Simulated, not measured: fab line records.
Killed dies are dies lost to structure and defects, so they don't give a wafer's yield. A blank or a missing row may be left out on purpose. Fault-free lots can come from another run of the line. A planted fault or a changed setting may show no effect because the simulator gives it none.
A lot that was struck, set against a sound lot	flow gf180mcu	30 out of 602 route steps
Sound: wafers L622.2, L622.4, L622.5. Struck: wafer L616.2. (L616.4, L616.5 of the same lot were not struck and are left out.) The cause comes at the end.
Per side, at each step with rows, come the tool, then ch with its chambers, and then its first start. Under that, the readings that differ: sound wafers	struck wafers	difference of the means	sigmas: that difference in standard deviations of wafers without a fault.
alike: same words and numbers on both sides, and readings whose means sit less than 2 such deviations apart. not compared: any withheld reading, any reading some wafer has no value for, any bound like >300 that may hide the same value, and any number with overlapping values for which the record gives no deviation.
The two part at a step that has a row with sigmas, a row that says differs or no value, or rows on one side only. Numbers that have no deviation but don't overlap get no sigmas and don't part them. Lack of a reading on every wafer of one side parts them only where that side has two or more wafers.

first, 3 steps without rows for these wafers: GF_PSD_EXPOSE_04 (exposes mask Pplus, target cd 400 nm); GF_PSD_PEB_05; GF_PSD_DEVELOP_06 (develop time 60 s).
GF_PSD_CD_MEAS_07: the cd target is 400 nm.
  sound on cd_sem-01, day 19 23:39; struck on cd_sem-02, day 17 19:52
  alike: cd_nm
GF_PSD_OVL_MEAS_08:
  sound on overlay-01, day 19 23:45; struck on overlay-02, day 17 19:58
  alike: PSD_OVL
then, 1 step without rows for these wafers: GF_PSD_IMPLANT_09.
GF_PSD_STRIP_10: strips in O2/N2.
  sound on plasma_asher-03 ch 0,1, day 19 23:56; struck on plasma_asher-03 ch 0, day 17 20:08
  alike: drypump_motor_current_A, heater_power_w, oes_product_au, strip_time_to_endpoint_s
  not compared: rf_hours_counter_h
GF_PSD_TW_MEAS_11:
  sound on film_metro-01, day 20 00:02; struck on film_metro-02, day 17 20:15
  alike: PSD_TW
then, 1 step without rows for these wafers: GF_PSD_CLEAN_12 (cleans in SC1/SC2, time 150 s).
GF_PSD_RTA_13: time 20 s.
  sound on rtp_anneal-02 ch 0, day 20 00:10; struck on rtp_anneal-02 ch 0, day 17 20:22
  alike: lamp_power_pct, wafer_temp_C_max
GF_PSD_RS_MEAS_14: uses a four-point probe to measure.
  sound on film_metro-02, day 20 00:15; struck on film_metro-01, day 17 20:28
  alike: NSD_RS
GF_PSD_RS_MEAS_15: uses a four-point probe to measure.
  sound on film_metro-02, day 20 00:22; struck on film_metro-01, day 17 20:35
reading	sound	struck	difference	sigmas
PSD_RS (ohm/sq)	109.16 109.02 108.83	108.38	-0.62	-2
GF_SAB_CVD_00: deposits SiO2 from TEOS, target thk 50 nm, time 4.9302 s.
  sound on pecvd-02 ch 0,1,2, day 20 00:28; struck on pecvd-04 ch 1, day 17 20:41
reading	sound	struck	difference	sigmas
model.SiO2_of_SAB_CVD_00.thk_nm (nm)	49.96 51.08 50.46	64.09	+13.59	
  alike: heater_power_w
GF_SAB_THK_MEAS_01:
  sound on film_metro-01, day 20 00:30; struck on film_metro-01, day 17 20:43
reading	sound	struck	difference	sigmas
SAB_CVD_00_THK (nm)	50.0 51.1 50.4	64.1	+13.6	+18
then, 7 steps without rows for these wafers: GF_SAB_DEHYDRATE_02 (time 60 s); GF_SAB_HMDS_03 (prime time 60 s); GF_SAB_COAT_04 (resist thk 1000 nm); GF_SAB_SOFTBAKE_05 (time 60 s); GF_SAB_EXPOSE_06 (exposes mask SAB, target cd 420 nm); GF_SAB_PEB_07; GF_SAB_DEVELOP_08 (develop time 60 s).
GF_SAB_CD_MEAS_09: the cd target is 420 nm.
  sound on cd_sem-02, day 21 00:24; struck on cd_sem-01, day 18 20:27
  alike: cd_nm
GF_SAB_OVL_MEAS_10:
  sound on overlay-01, day 21 00:30; struck on overlay-02, day 18 20:33
  alike: SAB_OVL
GF_SAB_ETCH_11: etches SiO2 in C4F8/O2/Ar, target depth 55 nm, time 8.5 s.
  sound on rie_diel-02 ch 0,1,2, day 21 00:32; struck on rie_diel-01 ch 2, day 18 20:35
  alike: oes_product_au
  not compared: rf_hours_counter_h
then, 1 step without rows for these wafers: GF_SAB_WET_ETCH_12 (etches SiO2 in dHF, target depth 22 nm, time 440 s).
GF_SAB_STRIP_13: strips in O2/N2.
  sound on plasma_asher-03 ch 0,1, day 21 00:41; struck on plasma_asher-03 ch 1, day 18 20:45
reading	sound	struck	difference	sigmas
strip_time_to_endpoint_s (s)	12.65 12.66 12.66	12.56	-0.10	-3
  alike: drypump_motor_current_A, heater_power_w, oes_product_au
  not compared: rf_hours_counter_h
then, 1 step without rows for these wafers: GF_SALICIDE_CLEAN_00 (cleans in SC1/SC2, time 150 s).
GF_SALICIDE_WET_ETCH_01: etches SiO2 in dHF, target depth 5 nm, time 100 s.
  sound on wet_bench-03 ch 1, day 21 00:50; struck on wet_bench-03 ch 1, day 18 20:54
reading	sound	struck	difference	sigmas
model.SiO2_of_SAB_CVD_00.thk_nm (nm)	39.21 40.27 39.68	53.3	+13.6	
GF_SALICIDE_SPUTTER_02: material Co, target thk 10 nm, time 20 s.
  sound on pvd_sputter-01, day 21 00:52; struck on pvd_sputter-01, day 18 20:56
  alike: cathode_dc_power_W, chamber_pressure_pa, throttle_valve_pct
-- the record jumps here: 13 days lie between the struck wafers' starts before and after (it left off in module SALICIDE and takes up again in module PASSIVATION, whose first step shown is number 602 of the route) --
GF_PASSIVATION_PROBE_99:
  the record has rows for the struck wafers here (prober-01, day 32 03:17) and none for the sound ones

WHERE THEY PART
Last at GF_PASSIVATION_PROBE_99 as far as this record goes, first at GF_PSD_RS_MEAS_15.

WHY: whatever the simulator had introduced
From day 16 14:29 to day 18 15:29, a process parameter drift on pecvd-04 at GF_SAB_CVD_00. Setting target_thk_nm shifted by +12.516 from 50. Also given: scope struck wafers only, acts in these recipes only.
